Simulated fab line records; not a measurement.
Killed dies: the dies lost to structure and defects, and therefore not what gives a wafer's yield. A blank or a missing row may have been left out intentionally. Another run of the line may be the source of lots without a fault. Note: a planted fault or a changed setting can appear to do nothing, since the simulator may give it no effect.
Code-filled problem report in 8D (eight disciplines) form    flow sky130    the parts of the form that need people (team, actions taken, sign-off) are left out

## 1. THE ISSUE
Mean of oesProductAu at SKY_METAL3_METAL_ETCH_18: 1.000 a.u. across 2 wafers in 2 lots; on wafers with no fault it is 0.868 a.u. (standard deviation 0.0056). Relative to the usual mean, that is a shift of +24 standard deviations.
The step: etches the open film in Cl2/BCl3, stops on SiO2, target depth 845 nm, time 183.1 s.
The first sign was on wafer L471.4 at day 42 00:08, on rieMetal-03. Wafers with a number at this step in the record: 42, from 14 lots. Rule for "out", or "out of limits": more than 4 standard deviations from the usual mean. The rest of the wafers with a number are treated as sound.

## 2. WHAT THIS IS AND IS NOT
question                     is                        is not
which readings at this step  oesProductAu              biasW, drypumpMotorCurrentA, throttleValvePct
which lots                   L471, L472                L460, L461, L462, L469, L473, L474, L475, L476, L479, L481, L482, L483
which wafers of those lots   L471.4, L472.4            L471.2, L471.3, L472.2, L472.5
read on which tools          rieMetal-02, rieMetal-03  rieMetal-01
when                         from day 42 00:08         up to then (14 sound wafers); but 26 sound wafers of L472, L473, L474, L475, L476, L479, L481, L482, L483 came after

## 3. WHAT RULES OUT EACH SUSPECT
Counting: any tool at a process step up to the reading remains a suspect provided it ran every lot that is out. Sound lots after the first of them don't rule it out here, since some wafers of a struck lot are sound.
- pvdSputter-02 at SKY_METAL3_SPUTTER_02 (material AlCu, target thk 735 nm, time 39.1 s): kept. It processed each lot that is out (first: L471, day 39 22:33); up to then, its last sound lot is L460 (day 36 06:32).
- pvdSputter-02 at SKY_METAL3_SPUTTER_04 (material TiN, target thk 70 nm, time 59.98 s): kept. It processed each lot that is out (first: L471, day 39 22:37); up to then, its last sound lot is L460 (day 36 06:35).
Remaining after the count are pvdSputter-02 at SKY_METAL3_SPUTTER_02 and pvdSputter-02 at SKY_METAL3_SPUTTER_04.

## 4. THE CAUSE (what the simulator had put in)
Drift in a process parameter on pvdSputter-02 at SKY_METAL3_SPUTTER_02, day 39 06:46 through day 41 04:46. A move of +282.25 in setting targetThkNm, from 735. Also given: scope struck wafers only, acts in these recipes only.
Of the 2 suspects that counting leaves, this tool is one.

## 5. THE CHAIN OF EFFECTS, in route order
Each row: a reading where the mean over the struck wafers with a number is more than 3 standard deviations away from the usual. Only readings whose record carries a usual standard deviation are examined. hours: median over the lots of the time between each lot's start at the first step of this table that gives one and its start at this step. sigmas: the change, counted in usual standard deviations.
hours  step                      reading       usual       on struck wafers  change  sigmas
0      SKY_METAL3_METAL_ETCH_18  oesProductAu  0.868 a.u.  1.000             +0.132  +24
The process steps in it:
- SKY_METAL3_METAL_ETCH_18: etches the open film in Cl2/BCl3, stops on SiO2, target depth 845 nm, time 183.1 s.

## 6. WHAT WOULD HAVE CAUGHT IT SOONER
In this record the first reading out of limits was taken at day 42 00:08, 65 hours after the fault began at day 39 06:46.
An alarm limit of 4 standard deviations would not have fired on the tool readings at SKY_METAL3_SPUTTER_02 for which the record gives a usual standard deviation, since none of them was out on any struck wafer.
All the lots that are out (2) had begun SKY_METAL3_SPUTTER_02 on pvdSputter-02 by day 42 00:08. Had the tool been put on hold then, not one of them would have been saved.
